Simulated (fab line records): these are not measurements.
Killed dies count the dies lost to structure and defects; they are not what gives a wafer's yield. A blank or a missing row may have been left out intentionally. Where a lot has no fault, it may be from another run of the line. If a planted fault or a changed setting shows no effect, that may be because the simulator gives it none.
A struck lot beside a sound one + flow sky130 + 17 out of 708 route steps
Sound: wafers L683.1, L683.2, L683.5. Wafers struck: L687.2, L687.3, L687.6. The cause comes at the end.
Order at every step that has rows: each side's tool, ch and its chambers, its first start. Under that, the readings that differ: sound wafers + struck wafers + difference of the means + sigmas: that difference in standard deviations of wafers without a fault.
alike: readings whose means differ by less than 2 such deviations, and words and numbers that are the same on both sides. not compared: withheld readings, readings that some wafer has no value for, bounds like >300 that may hide the same value, and numbers for which the record gives no deviation and whose values overlap.
A row with sigmas, a row that says differs or no value, or rows on one side alone: a step with any of these is where the two part. Numbers that don't overlap but have no deviation are shown without sigmas and don't part them. Lack of a reading on every wafer of one side parts them only where that side has two or more wafers.

SKY_LDD_HVN_OVL_MEAS_07:
  sound: overlay-02 at day 21 08:59; struck: overlay-02 at day 24 05:17
  alike: LDD_HVN_OVL
following that, these wafers have no rows for 1 step: SKY_LDD_HVN_IMPLANT_08.
SKY_LDD_HVN_STRIP_09: strips in O2/N2.
  sound on plasma-asher-01 ch 0,1, day 21 09:10; struck on plasma-asher-03 ch 0,1, day 24 05:28
  alike: drypump-motor-current-A, oes-product-au, strip-time-to-endpoint-s
  not compared: rf-hours-counter-h
SKY_LDD_HVN_TW_MEAS_10:
  sound: film-metro-02 at day 21 09:16; struck: film-metro-02 at day 24 05:35
  alike: LDD_HVN_TW
then, 7 steps without rows for these wafers: SKY_LDD_HVP_DEHYDRATE_00 (time 60 s); SKY_LDD_HVP_HMDS_01 (prime time 60 s); SKY_LDD_HVP_COAT_02 (resist thk 300 nm); SKY_LDD_HVP_SOFTBAKE_03 (time 60 s); SKY_LDD_HVP_EXPOSE_04 (exposes mask HVPTM, target cd 700 nm); SKY_LDD_HVP_PEB_05; SKY_LDD_HVP_DEVELOP_06 (develop time 60 s).
SKY_LDD_HVP_OVL_MEAS_07:
  sound: overlay-01 at day 22 15:32; struck: overlay-01 at day 25 10:35
  alike: LDD_HVP_OVL
SKY_LDD_HVP_IMPLANT_08:
  sound on implanter-03 ch 0, day 22 15:34; struck on implanter-02 ch 0, day 25 10:38
| reading            | sound            | struck            | difference | sigmas |
|--------------------|------------------|-------------------|------------|--------|
| beam-on-s (s)      | 10.28 9.99 10.14 | 11.81 11.92 11.73 | +1.68      | +8     |
| faraday-current-uA | 95.3 98.0 96.2   | 83.0 82.3 83.2    | -13.7      | -7     |
  alike: tilt-deg
SKY_LDD_HVP_STRIP_09: strips in O2/N2.
  sound on plasma-asher-03 ch 0,1, day 22 15:43; struck on plasma-asher-04 ch 0,1, day 25 10:46
  alike: drypump-motor-current-A, oes-product-au, strip-time-to-endpoint-s
  not compared: rf-hours-counter-h
SKY_LDD_HVP_TW_MEAS_10:
  sound: film-metro-01 at day 22 15:49; struck: film-metro-04 at day 25 10:53
| reading    | sound       | struck      | difference | sigmas |
|------------|-------------|-------------|------------|--------|
| LDD_HVP_TW | 457 457 456 | 477 476 476 | +20        | +4     |
then, 1 step without rows for these wafers: SKY_LDD_LDN_DEHYDRATE_00 (time 60 s).
-- here the record skips 23 days between the struck wafers' starts before and after, leaving off in module LDD_LDN and picking up in module PAD_OPEN (first step shown: number 708 of the route) --
SKY_PAD_OPEN_PROBE_99:
  sound: prober-02 at day 46 11:40; struck: prober-01 at day 48 09:46
| reading                        | sound          | struck         | difference | sigmas |
|--------------------------------|----------------|----------------|------------|--------|
| model.etest.tip_p_5v.rs-ohm-sq | 2836 2828 2856 | 2516 2509 2528 | -322       |        |
  alike: killed_at_M0_to_M3, killed_at_M4_up, killed-at-contacts, killed-at-front-end, killed-at-other, killed-dies, killed-open, killed-short

WHERE THEY PART
Earliest at SKY_LDD_HVP_IMPLANT_08; latest, in this record, at SKY_LDD_HVP_TW_MEAS_10. Later steps at which nothing parts them and some readings are alike: SKY_PAD_OPEN_PROBE_99.

WHY: the cause the simulator had injected
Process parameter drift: implanter-02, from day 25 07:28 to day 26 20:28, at SKY_LDD_HVP_IMPLANT_08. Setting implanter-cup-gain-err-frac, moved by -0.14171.
